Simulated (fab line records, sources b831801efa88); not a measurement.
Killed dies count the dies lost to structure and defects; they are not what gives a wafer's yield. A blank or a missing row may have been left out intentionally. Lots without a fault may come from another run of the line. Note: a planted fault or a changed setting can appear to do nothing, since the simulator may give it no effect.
Check for tools in common / flow gf180mcu / 12 lots and 39 wafers in the sample

## THE REASON FOR OPENING IT
1 of 12 lots carry a flag on the reading VT_IMPLANT_TW at GF_VT_IMPLANT_TW_MEAS_10. Wafers without a fault read 562.9, standard deviation 2.7.
Rule: a lot is flagged in two cases, either no wafer of it has a number, or all its wafers with numbers fall more than 4 standard deviations from that mean. All remaining lots are regarded as sound.

lot=L720; measured=day 6 13:04; on=film_metro-01; VT_IMPLANT_TW, wafer by wafer=563.2 567.4 562.2; flag=
lot=L722; measured=day 6 19:50; on=film_metro-01; VT_IMPLANT_TW, wafer by wafer=564.1 564.9 563.2; flag=
lot=L723; measured=day 7 03:13; on=film_metro-01; VT_IMPLANT_TW, wafer by wafer=29.7 29.7 29.8 29.9 29.8 29.7; flag=FLAGGED
lot=L725; measured=day 7 15:02; on=film_metro-01; VT_IMPLANT_TW, wafer by wafer=559.1 560.3 559.7; flag=
lot=L731; measured=day 9 06:55; on=film_metro-01; VT_IMPLANT_TW, wafer by wafer=561.8 564.1 562.1; flag=
lot=L732; measured=day 9 11:55; on=film_metro-03; VT_IMPLANT_TW, wafer by wafer=562.7 564.7 563.5; flag=
lot=L733; measured=day 9 16:38; on=film_metro-01; VT_IMPLANT_TW, wafer by wafer=564.5 561.5 560.9; flag=
lot=L734; measured=day 9 23:27; on=film_metro-01; VT_IMPLANT_TW, wafer by wafer=564.2 562.0 563.5; flag=
lot=L736; measured=day 10 10:47; on=film_metro-03; VT_IMPLANT_TW, wafer by wafer=562.8 564.6 564.5; flag=
lot=L737; measured=day 10 18:07; on=film_metro-01; VT_IMPLANT_TW, wafer by wafer=564.7 562.0 560.4; flag=
lot=L738; measured=day 11 00:52; on=film_metro-02; VT_IMPLANT_TW, wafer by wafer=556.8 558.2 560.1; flag=
lot=L739; measured=day 11 08:22; on=film_metro-01; VT_IMPLANT_TW, wafer by wafer=565.0 563.2 565.1; flag=
On average the flagged lots read 29.8, which is -533.1 against the usual, or -99 or more standard deviations.

## WHICH TOOL EACH LOT WENT THROUGH
The record holds 1 process step before the reading, out of a route of 602 steps. In each cell: the tool, then ch and the chambers that the sampled wafers went through, then the start.
lot=L720; flag=; GF_VT_IMPLANT_EXPOSE_04=iline_stepper-01 ch 0, day 6 04:41
lot=L722; flag=; GF_VT_IMPLANT_EXPOSE_04=iline_stepper-02 ch 0, day 6 12:32
lot=L723; flag=FLAGGED; GF_VT_IMPLANT_EXPOSE_04=iline_stepper-01 ch 0, day 6 19:13
lot=L725; flag=; GF_VT_IMPLANT_EXPOSE_04=iline_stepper-01 ch 0, day 7 07:56
lot=L731; flag=; GF_VT_IMPLANT_EXPOSE_04=iline_stepper-01 ch 0, day 8 22:43
lot=L732; flag=; GF_VT_IMPLANT_EXPOSE_04=iline_stepper-02 ch 0, day 9 03:01
lot=L733; flag=; GF_VT_IMPLANT_EXPOSE_04=iline_stepper-01 ch 0, day 9 08:00
lot=L734; flag=; GF_VT_IMPLANT_EXPOSE_04=iline_stepper-01 ch 0, day 9 14:32
lot=L736; flag=; GF_VT_IMPLANT_EXPOSE_04=iline_stepper-01 ch 0, day 10 01:27
lot=L737; flag=; GF_VT_IMPLANT_EXPOSE_04=iline_stepper-02 ch 0, day 10 09:09
lot=L738; flag=; GF_VT_IMPLANT_EXPOSE_04=iline_stepper-01 ch 0, day 10 15:34
lot=L739; flag=; GF_VT_IMPLANT_EXPOSE_04=iline_stepper-01 ch 0, day 10 23:16
These steps, and what they do:
- GF_VT_IMPLANT_EXPOSE_04: exposes mask LVPWELL LV AREA, target cd 600 nm.
- GF_VT_IMPLANT_TW_MEAS_10

## FLAGGED AGAINST TOTAL, ONE TOOL AT A TIME (gauges that did the reading follow at the end)
step=GF_VT_IMPLANT_EXPOSE_04; tool=iline_stepper-01; lots run=9; flagged=1; share of the flagged lots=all; sound lots run after its first flagged lot=7 (L725,L731,L733,L734,L736,L738,L739)
step=GF_VT_IMPLANT_EXPOSE_04; tool=iline_stepper-02; lots run=3; flagged=0; share of the flagged lots=none; sound lots run after its first flagged lot=-
step=GF_VT_IMPLANT_TW_MEAS_10; tool=film_metro-01; lots run=9; flagged=1; share of the flagged lots=all; sound lots run after its first flagged lot=6 (L725,L731,L733,L734,L737,L739)
step=GF_VT_IMPLANT_TW_MEAS_10; tool=film_metro-02; lots run=1; flagged=0; share of the flagged lots=none; sound lots run after its first flagged lot=-
step=GF_VT_IMPLANT_TW_MEAS_10; tool=film_metro-03; lots run=2; flagged=0; share of the flagged lots=none; sound lots run after its first flagged lot=-

## WHAT IS ALLOWED BY THE TABLE
2 rows of the table ran every flagged lot: iline_stepper-01 at GF_VT_IMPLANT_EXPOSE_04, film_metro-01 at GF_VT_IMPLANT_TW_MEAS_10.
- iline_stepper-01 at GF_VT_IMPLANT_EXPOSE_04 ran 9 lots, 1 of them flagged. After the first flagged lot (L725, L731, L733, L734, L736, L738, L739), sound lots still ran on it; a lasting fault on the whole tool would not permit that.
- film_metro-01 at GF_VT_IMPLANT_TW_MEAS_10 ran 9 lots, 1 of them flagged. After the first flagged lot (L725, L731, L733, L734, L737, L739), sound lots still ran on it; a lasting fault on the whole tool would not permit that.
None of the table's rows ran every flagged lot and, after the first, no sound lot.

## WHAT WAS PUT IN BY THE SIMULATOR
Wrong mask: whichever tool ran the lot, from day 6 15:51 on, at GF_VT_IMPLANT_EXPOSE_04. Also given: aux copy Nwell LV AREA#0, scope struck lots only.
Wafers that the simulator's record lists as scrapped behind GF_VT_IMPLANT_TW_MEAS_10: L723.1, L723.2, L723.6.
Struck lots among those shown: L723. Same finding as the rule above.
